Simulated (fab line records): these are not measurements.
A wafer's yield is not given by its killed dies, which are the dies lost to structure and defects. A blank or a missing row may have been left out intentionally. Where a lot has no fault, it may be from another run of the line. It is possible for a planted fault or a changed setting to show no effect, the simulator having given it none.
fab line records | flow sky130
[record] lots = 13 | wafers = 39 | lastDay = 50
route steps=708 shown NWELL@63 VT_ADJUST_LVTN@118 VT_ADJUST_NCORE@123 VT_ADJUST_HVTR@139
lots that met no fault: taken from a fault-free run of the same line
startH: hours from the record's first day to the start of the lot's first wafer shown | waitH: hours since the lot's step before | " identical to the entry in the row above | L1.1+2: one row covering several wafers at once | - no value, or no start was given | * or withheld: withheld | < > ~ a bound
route shown NAME@n: a module of which the file shows steps, and the number in the route of the first | usual: the fault-free wafers' mean and standard deviation | same: alike in all rows | chamber/n: place in a boat | sites: readings site by site | _std_site: their standard deviation | _edge_site: inner sites' mean taken away from outer sites' mean | radiusMm: how far each site lies from the wafer's centre | mask NAME#n: copy n | behind: the last tool/chamber to shape the wafer | hold: reason for holding the lot/hours on hold/outcome of the hold | device: which transistor (n, p or np) failed to switch | end of line: tests of these same wafers at the route's end | a step with no rows: only its recipe | killed: not the wafer's yield, but the dies lost to structure and defects at the first sort | map: the dies of a wafer, with x for killed, . for not killed, _ for no die there
set.NAME: the setting that was run; set.NAME@STEP: the one run at that earlier step | model.NAME: the simulator's own value behind a step, which no gauge read
route steps across a sampled set of lots; one table per step, one row per wafer
services: from which hour (startH, from the record's first day; less than 0 if before it) a tool's chamber was out of use, for how many hours, and why
[[steps]]
[step SKY_NWELL_OVL_MEAS_10]
[usual] NWELL_00_OVL = 0.3/1.3
lot.wafer | tool       | chamber | startH | waitH | NWELL_00_OVL[nm]
L111.1    | overlay-02 | -       | 87.67  | -     | 0.1
L111.5    | "          | -       | "      | "     | 0.8
L111.6    | "          | -       | "      | "     | 0.2
L112.3    | overlay-01 | -       | 89.52  | -     | -1.8
L112.4    | "          | -       | "      | "     | -2.7
L112.5    | "          | -       | "      | "     | -1.4
L115.3    | overlay-02 | -       | 110.58 | -     | 0.5
L115.4    | "          | -       | "      | "     | 0.6
L115.6    | "          | -       | "      | "     | 0.3
L116.1    | overlay-02 | -       | 116.66 | -     | -1.0
L116.2    | "          | -       | "      | "     | -1.6
L116.4    | "          | -       | "      | "     | -2.4
L120.2    | overlay-02 | -       | 136.37 | -     | -1.4
L120.4    | "          | -       | "      | "     | -2.6
L120.5    | "          | -       | "      | "     | -2.2
L123.2    | overlay-01 | -       | 152.66 | -     | 2.0
L123.3    | "          | -       | "      | "     | 2.1
L123.6    | "          | -       | "      | "     | 3.3
L124.1    | overlay-02 | -       | 172.27 | -     | 0.3
L124.3    | "          | -       | "      | "     | 1.3
L124.5    | "          | -       | "      | "     | 0.7
L125.3    | overlay-01 | -       | 172.52 | -     | 1.5
L125.4    | "          | -       | "      | "     | 0.9
L125.5    | "          | -       | "      | "     | 1.4
L126.1    | overlay-01 | -       | 178.41 | -     | 0.9
L126.3    | "          | -       | "      | "     | 0.8
L126.5    | "          | -       | "      | "     | 1.1
L128.1    | overlay-02 | -       | 186.41 | -     | 0.8
L128.2    | "          | -       | "      | "     | -0.7
L128.6    | "          | -       | "      | "     | 0.9
L129.2    | overlay-02 | -       | 190.61 | -     | -0.4
L129.3    | "          | -       | "      | "     | -0.8
L129.4    | "          | -       | "      | "     | -0.3
L130.2    | overlay-02 | -       | 193.53 | -     | 0.1
L130.3    | "          | -       | "      | "     | -0.8
L130.4    | "          | -       | "      | "     | -1.6
L133.1    | overlay-02 | -       | 217.61 | -     | 2.1
L133.4    | "          | -       | "      | "     | 1.0
L133.6    | "          | -       | "      | "     | 2.3
[step SKY_VT_ADJUST_LVTN_TW_MEAS_21]
[usual] VT_ADJUST_LVTN_2_TW = 187.6/2.7
lot.wafer | tool         | chamber | startH | waitH | VT_ADJUST_LVTN_2_TW
L111.1    | filmMetro-03 | -       | 162.20 | 0.1   | 182.6
L111.5    | "            | -       | "      | "     | 183.8
L111.6    | "            | -       | "      | "     | 184.6
L112.3    | filmMetro-04 | -       | 165.37 | 0.1   | 190.1
L112.4    | "            | -       | "      | "     | 189.6
L112.5    | "            | -       | "      | "     | 190.9
L115.3    | filmMetro-03 | -       | 189.06 | 0.1   | 183.8
L115.4    | "            | -       | "      | "     | 183.8
L115.6    | "            | -       | "      | "     | 183.4
L116.1    | filmMetro-01 | -       | 196.75 | 0.1   | 188.2
L116.2    | "            | -       | "      | "     | 187.3
L116.4    | "            | -       | "      | "     | 187.9
L120.2    | filmMetro-01 | -       | 222.06 | 0.1   | 188.3
L120.4    | "            | -       | "      | "     | 188.2
L120.5    | "            | -       | "      | "     | 187.8
L123.2    | filmMetro-04 | -       | 240.85 | 0.1   | 188.8
L123.3    | "            | -       | "      | "     | 190.3
L123.6    | "            | -       | "      | "     | 189.5
L124.1    | filmMetro-03 | -       | 262.24 | 0.1   | 183.7
L124.3    | "            | -       | "      | "     | 183.2
L124.5    | "            | -       | "      | "     | 184.6
L125.3    | filmMetro-03 | -       | 262.77 | 0.1   | 183.9
L125.4    | "            | -       | "      | "     | 183.9
L125.5    | "            | -       | "      | "     | 183.0
L126.1    | filmMetro-01 | -       | 270.45 | 0.1   | 186.5
L126.3    | "            | -       | "      | "     | 187.1
L126.5    | "            | -       | "      | "     | 187.2
L128.1    | filmMetro-04 | -       | 279.79 | 0.1   | 190.1
L128.2    | "            | -       | "      | "     | 190.6
L128.6    | "            | -       | "      | "     | 189.7
L129.2    | filmMetro-04 | -       | 283.66 | 0.1   | 190.8
L129.3    | "            | -       | "      | "     | 190.7
L129.4    | "            | -       | "      | "     | 190.7
L130.2    | filmMetro-03 | -       | 288.76 | 0.1   | 184.5
L130.3    | "            | -       | "      | "     | 185.8
L130.4    | "            | -       | "      | "     | 184.5
L133.1    | filmMetro-04 | -       | 316.45 | 0.1   | 190.7
L133.4    | "            | -       | "      | "     | 190.1
L133.6    | "            | -       | "      | "     | 189.9
[step SKY_VT_ADJUST_NCORE_EXPOSE_04]
[recipe] maskId = LVTN_COMPLEMENT_THIN | na = 0.6 | sourceShape = conventional | sigmaOuter = 0.6 | polarization = unpolarized | targetCdNm = 380 | doseMj = 139
[usual] stageVelMmS = 499.96/0.24
lot.wafer | tool            | chamber | startH | waitH | mask                   | stageVelMmS
L111.1    | ilineStepper-01 | 0       | 172.28 | -     | LVTN_COMPLEMENT_THIN#0 | 499.86
L111.5    | "               | 0       | "      | "     | LVTN_COMPLEMENT_THIN#0 | 500.13
L111.6    | "               | 0       | "      | "     | LVTN_COMPLEMENT_THIN#0 | 499.97
L112.3    | ilineStepper-02 | 0       | 175.03 | -     | LVTN_COMPLEMENT_THIN#0 | 500.05
L112.4    | "               | 0       | "      | "     | LVTN_COMPLEMENT_THIN#0 | 499.77
L112.5    | "               | 0       | "      | "     | LVTN_COMPLEMENT_THIN#0 | 499.83
L115.3    | ilineStepper-01 | 0       | 199.51 | -     | LVTN_COMPLEMENT_THIN#0 | 499.57
L115.4    | "               | 0       | "      | "     | LVTN_COMPLEMENT_THIN#0 | 499.85
L115.6    | "               | 0       | "      | "     | LVTN_COMPLEMENT_THIN#0 | 499.88
L116.1    | ilineStepper-01 | 0       | 207.62 | -     | LVTN_COMPLEMENT_THIN#0 | 500.32
L116.2    | "               | 0       | "      | "     | LVTN_COMPLEMENT_THIN#0 | 500.09
L116.4    | "               | 0       | "      | "     | LVTN_COMPLEMENT_THIN#0 | 500.30
L120.2    | ilineStepper-02 | 0       | 233.38 | -     | LVTN_COMPLEMENT_THIN#0 | 500.14
L120.4    | "               | 0       | "      | "     | LVTN_COMPLEMENT_THIN#0 | 499.72
L120.5    | "               | 0       | "      | "     | LVTN_COMPLEMENT_THIN#0 | 500.17
L123.2    | ilineStepper-02 | 0       | 253.15 | -     | LVTN_COMPLEMENT_THIN#0 | 499.70
L123.3    | "               | 0       | "      | "     | LVTN_COMPLEMENT_THIN#0 | 499.84
L123.6    | "               | 0       | "      | "     | LVTN_COMPLEMENT_THIN#0 | 500.03
L124.1    | ilineStepper-02 | 0       | 274.07 | -     | LVTN_COMPLEMENT_THIN#0 | 500.29
L124.3    | "               | 0       | "      | "     | LVTN_COMPLEMENT_THIN#0 | 500.36
L124.5    | "               | 0       | "      | "     | LVTN_COMPLEMENT_THIN#0 | 500.13
L125.3    | ilineStepper-01 | 0       | 274.83 | -     | LVTN_COMPLEMENT_THIN#0 | 500.03
L125.4    | "               | 0       | "      | "     | LVTN_COMPLEMENT_THIN#0 | 499.83
L125.5    | "               | 0       | "      | "     | LVTN_COMPLEMENT_THIN#0 | 500.10
L126.1    | ilineStepper-02 | 0       | 283.19 | -     | LVTN_COMPLEMENT_THIN#0 | 499.76
L126.3    | "               | 0       | "      | "     | LVTN_COMPLEMENT_THIN#0 | 499.59
L126.5    | "               | 0       | "      | "     | LVTN_COMPLEMENT_THIN#0 | 499.79
L128.1    | ilineStepper-02 | 0       | 291.91 | -     | LVTN_COMPLEMENT_THIN#0 | 500.54
L128.2    | "               | 0       | "      | "     | LVTN_COMPLEMENT_THIN#0 | 499.87
L128.6    | "               | 0       | "      | "     | LVTN_COMPLEMENT_THIN#0 | 500.14
L129.2    | ilineStepper-01 | 0       | 296.06 | -     | LVTN_COMPLEMENT_THIN#0 | 499.69
L129.3    | "               | 0       | "      | "     | LVTN_COMPLEMENT_THIN#0 | 500.03
L129.4    | "               | 0       | "      | "     | LVTN_COMPLEMENT_THIN#0 | 499.96
L130.2    | ilineStepper-02 | 0       | 301.46 | -     | LVTN_COMPLEMENT_THIN#0 | 499.58
L130.3    | "               | 0       | "      | "     | LVTN_COMPLEMENT_THIN#0 | 499.93
L130.4    | "               | 0       | "      | "     | LVTN_COMPLEMENT_THIN#0 | 499.88
L133.1    | ilineStepper-02 | 0       | 329.82 | -     | LVTN_COMPLEMENT_THIN#0 | 499.83
L133.4    | "               | 0       | "      | "     | LVTN_COMPLEMENT_THIN#0 | 499.84
L133.6    | "               | 0       | "      | "     | LVTN_COMPLEMENT_THIN#0 | 499.43
[step SKY_VT_ADJUST_NCORE_CD_MEAS_07]
[recipe] targetCdNm = 380
[usual] cdNm = 380.3/2.1
lot.wafer | tool     | chamber | startH | waitH | cdNm
L111.1    | cdSem-02 | -       | 181.77 | 0.1   | 379.4
L111.5    | "        | -       | "      | "     | 380.3
L111.6    | "        | -       | "      | "     | 381.3
L112.3    | cdSem-02 | -       | 186.16 | 0.1   | 383.0
L112.4    | "        | -       | "      | "     | 380.9
L112.5    | "        | -       | "      | "     | 383.0
L115.3    | cdSem-01 | -       | 210.66 | 0.1   | 356.5
L115.4    | "        | -       | "      | "     | 379.4
L115.6    | "        | -       | "      | "     | 379.9
L116.1    | cdSem-02 | -       | 218.22 | 0.1   | 380.9
L116.2    | "        | -       | "      | "     | 358.1
L116.4    | "        | -       | "      | "     | 380.0
L120.2    | cdSem-01 | -       | 244.69 | 0.1   | 379.0
L120.4    | "        | -       | "      | "     | 379.5
L120.5    | "        | -       | "      | "     | 380.3
L123.2    | cdSem-02 | -       | 264.68 | 0.1   | 380.0
L123.3    | "        | -       | "      | "     | 381.0
L123.6    | "        | -       | "      | "     | 382.2
L124.1    | cdSem-02 | -       | 286.71 | 0.1   | 379.5
L124.3    | "        | -       | "      | "     | 380.1
L124.5    | "        | -       | "      | "     | 380.0
L125.3    | cdSem-01 | -       | 287.51 | 0.1   | 378.2
L125.4    | "        | -       | "      | "     | 380.1
L125.5    | "        | -       | "      | "     | 379.1
L126.1    | cdSem-02 | -       | 295.41 | 0.1   | 377.2
L126.3    | "        | -       | "      | "     | 378.6
L126.5    | "        | -       | "      | "     | 379.7
L128.1    | cdSem-02 | -       | 304.07 | 0.1   | 380.1
L128.2    | "        | -       | "      | "     | 381.1
L128.6    | "        | -       | "      | "     | 380.0
L129.2    | cdSem-02 | -       | 309.39 | 0.1   | 383.3
L129.3    | "        | -       | "      | "     | 381.3
L129.4    | "        | -       | "      | "     | 383.3
L130.2    | cdSem-01 | -       | 314.14 | 0.1   | 378.9
L130.3    | "        | -       | "      | "     | 380.5
L130.4    | "        | -       | "      | "     | 379.9
L133.1    | cdSem-01 | -       | 342.77 | 0.1   | 378.5
L133.4    | "        | -       | "      | "     | 377.9
L133.6    | "        | -       | "      | "     | 376.9
[step SKY_VT_ADJUST_HVTR_OVL_MEAS_08]
[usual] VT_ADJUST_HVTR_OVL = 0.1/1.2
lot.wafer | tool       | chamber | startH | waitH | VT_ADJUST_HVTR_OVL[nm]
L111.1    | overlay-02 | -       | 202.93 | 0.1   | -0.9
L111.5    | "          | -       | "      | "     | -0.8
L111.6    | "          | -       | "      | "     | 0.0
L112.3    | overlay-02 | -       | 207.59 | 0.1   | -0.6
L112.4    | "          | -       | "      | "     | 1.2
L112.5    | "          | -       | "      | "     | 0.3
L115.3    | overlay-01 | -       | 233.65 | 0.1   | 0.4
L115.4    | "          | -       | "      | "     | 0.0
L115.6    | "          | -       | "      | "     | -0.3
L116.1    | overlay-01 | -       | 240.84 | 0.1   | 0.8
L116.2    | "          | -       | "      | "     | 1.9
L116.4    | "          | -       | "      | "     | 0.7
L120.2    | overlay-01 | -       | 269.50 | 0.1   | -0.8
L120.4    | "          | -       | "      | "     | 1.2
L120.5    | "          | -       | "      | "     | 0.0
L123.2    | overlay-01 | -       | 289.53 | 0.1   | 3.3
L123.3    | "          | -       | "      | "     | 1.2
L123.6    | "          | -       | "      | "     | 2.2
L124.1    | overlay-02 | -       | 312.58 | 0.1   | 0.3
L124.3    | "          | -       | "      | "     | 0.8
L124.5    | "          | -       | "      | "     | 0.5
L125.3    | overlay-01 | -       | 313.34 | 0.1   | 0.2
L125.4    | "          | -       | "      | "     | 0.5
L125.5    | "          | -       | "      | "     | 0.3
L126.1    | overlay-01 | -       | 321.79 | 0.1   | -0.6
L126.3    | "          | -       | "      | "     | -0.5
L126.5    | "          | -       | "      | "     | -0.1
L128.1    | overlay-01 | -       | 330.33 | 0.1   | -0.3
L128.2    | "          | -       | "      | "     | -1.0
L128.6    | "          | -       | "      | "     | 0.9
L129.2    | overlay-02 | -       | 336.43 | 0.1   | 2.8
L129.3    | "          | -       | "      | "     | 1.5
L129.4    | "          | -       | "      | "     | 0.9
L130.2    | overlay-02 | -       | 341.20 | 0.1   | -1.6
L130.3    | "          | -       | "      | "     | 0.1
L130.4    | "          | -       | "      | "     | -0.8
L133.1    | overlay-01 | -       | 370.28 | 0.1   | 0.5
L133.4    | "          | -       | "      | "     | 1.4
L133.6    | "          | -       | "      | "     | 0.8
[[services]]
tool            | chamber | startH | hours | kind
ilineStepper-02 | -       | 159.12 | 1.7   | pm
ilineStepper-01 | -       | 162.47 | 1.5   | repair
ilineStepper-01 | -       | 164.57 | 2.1   | pm
ilineStepper-01 | -       | 166.65 | -     | consumableReplace:lamp
ilineStepper-01 | -       | 219.54 | 0.8   | repair
ilineStepper-01 | -       | 220.29 | 1.7   | pm
ilineStepper-02 | -       | 221.97 | 2.1   | pm
ilineStepper-02 | -       | 224.06 | -     | consumableReplace:lamp
ilineStepper-01 | -       | 255.27 | 8.5   | repair
[[key]]
[firstSign] step = SKY_VT_ADJUST_NCORE_CD_MEAS_07 | reading = cdNm | direction = down | sigmas = 11 | usual = 380.3 | struck = 357.3
effect none on later readings
metAt SKY_VT_ADJUST_NCORE_EXPOSE_04
struckLots L115,L116
struckWafers L115.3,L116.2
testerLeftOut L115,L116
notActingAt SKY_NWELL_OVL_MEAS_10,SKY_VT_ADJUST_LVTN_TW_MEAS_21,SKY_VT_ADJUST_HVTR_OVL_MEAS_08
onsetBetween 172.28 199.51
[fault] kind = processParameterDrift | tool = ilineStepper-01 | chamber = - | onsetH = 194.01 | steps = SKY_VT_ADJUST_NCORE_EXPOSE_04 | channel = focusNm | offset = 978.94 | shape = step | endH = 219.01 | scope = struckWafersOnly
// testerLeftOut: of these lots the tester's yield and bins aren't shown, on N5 and GAA mostly nor the transistor test; their killed dies are dies lost to structure and defects alone, not to doping, threshold or leakage, so they don't give the yield
